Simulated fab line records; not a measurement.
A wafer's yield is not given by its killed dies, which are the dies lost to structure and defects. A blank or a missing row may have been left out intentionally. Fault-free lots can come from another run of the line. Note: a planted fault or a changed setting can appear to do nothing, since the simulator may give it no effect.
Lot-split experiment + flow sky130 + 23 wafers read across 5 lots, on a route 708 steps long

== ABOUT THE SPLIT ==
At SKY_VT_ADJUST_HVTR_IMPLANT_09, the setting energy-kev was moved away from the recipe's 10 on 4 of the 23 wafers read, by -4.9% to +2.8%. All remaining wafers had this setting at the recipe value.

The split's own step is where the reading is taken.

== THE READING ==
implant.drp-nm (the simulator's own value, which no gauge read), in nm, at SKY_VT_ADJUST_HVTR_IMPLANT_09. The file does not state a usual value for it.

| wafer  | tool, chamber at the split | energy-kev as run | against the recipe | implant.drp-nm, nm | against lot-mates on the recipe |
|--------|----------------------------|-------------------|--------------------|--------------------|---------------------------------|
| L076.1 | implanter-01, 0            | 10                | recipe             | 17.11              | -                               |
| L076.3 | implanter-01, 0            | 10                | recipe             | 17.11              | -                               |
| L076.4 | implanter-01, 0            | 10                | recipe             | 17.11              | -                               |
| L076.2 | implanter-01, 0            | 10.28             | +2.8%              | 17.45              | +0.34                           |
| L076.5 | implanter-01, 0            | 10.28             | +2.8%              | 17.45              | +0.34                           |
| L078.2 | implanter-03, 0            | 10                | recipe             | 17.11              | -                               |
| L078.5 | implanter-03, 0            | 10                | recipe             | 17.11              | -                               |
| L078.6 | implanter-03, 0            | 10                | recipe             | 17.11              | -                               |
| L079.2 | implanter-04, 0            | 10                | recipe             | 17.11              | -                               |
| L079.3 | implanter-04, 0            | 10                | recipe             | 17.11              | -                               |
| L079.4 | implanter-04, 0            | 10                | recipe             | 17.11              | -                               |
| L079.5 | implanter-04, 0            | 10                | recipe             | 17.11              | -                               |
| L079.6 | implanter-04, 0            | 10                | recipe             | 17.11              | -                               |
| L080.1 | implanter-04, 0            | 9.506             | -4.9%              | 16.52              | -0.59                           |
| L080.5 | implanter-04, 0            | 9.506             | -4.9%              | 16.52              | -0.59                           |
| L080.2 | implanter-04, 0            | 10                | recipe             | 17.11              | -                               |
| L080.3 | implanter-04, 0            | 10                | recipe             | 17.11              | -                               |
| L080.4 | implanter-04, 0            | 10                | recipe             | 17.11              | -                               |
| L085.1 | implanter-01, 0            | 10                | recipe             | 17.11              | -                               |
| L085.2 | implanter-01, 0            | 10                | recipe             | 17.11              | -                               |
| L085.3 | implanter-01, 0            | 10                | recipe             | 17.11              | -                               |
| L085.5 | implanter-01, 0            | 10                | recipe             | 17.11              | -                               |
| L085.6 | implanter-01, 0            | 10                | recipe             | 17.11              | -                               |

FIT RESULTS
A straight line over all 23 wafers: implant.drp-nm changes by +0.12 nm for each +1% of energy-kev; r = +1.00; the points scatter about the line by 0.0014 nm.
The same after taking each lot's own level away (the mean of its wafers on the recipe; 23 wafers): +0.12 nm for each +1%; r = +1.00; scatter 0.0014 nm.
Per that fit: largest energy-kev move, reading shift of 0.59 nm.
The lots' own levels span 17.110 to 17.110 nm.
The two slopes agree, so the slope changes little with the lot-to-lot level.
Check: with one of the wafers moved furthest among these (-4.9%) left out of the fit, the line predicts -0.593 nm for it against its lot-mates. It came out at -0.59 nm against them.

== THESE WAFERS: OTHER SPLITS ==
Note: prior to the reading, these wafers also went through further splits. Each is held against what the fit with the lots' levels taken away leaves over:
| other split on the same wafers            | wafers away from the commonest value | r with implant.drp-nm (lot level and that fit taken away) |
|-------------------------------------------|--------------------------------------|-----------------------------------------------------------|
| SKY_VT_ADJUST_NCORE_EXPOSE_04 dose-mj     | 5                                    | +0.15                                                     |
| SKY_VT_ADJUST_NCORE_DEVELOP_06 dev-temp-c | 10                                   | +0.07                                                     |

== THE WHOLE CHAIN: every reading that the file lists as answering this split, in the file's order ==
| step                          | what it does | reading                                                         | change (the file's fit)               | r (the file's) |
|-------------------------------|--------------|-----------------------------------------------------------------|---------------------------------------|----------------|
| SKY_VT_ADJUST_HVTR_IMPLANT_09 |              | implant.rp-nm (the simulator's own value, which no gauge read)  | +0.283 nm for each +1% of the setting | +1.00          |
| SKY_VT_ADJUST_HVTR_IMPLANT_09 |              | implant.drp-nm (the simulator's own value, which no gauge read) | +0.12 nm for each +1% of the setting  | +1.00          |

== FILE'S OWN FIT ==
implant.drp-nm changes by +0.12 nm for each +1% of energy-kev, r = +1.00.
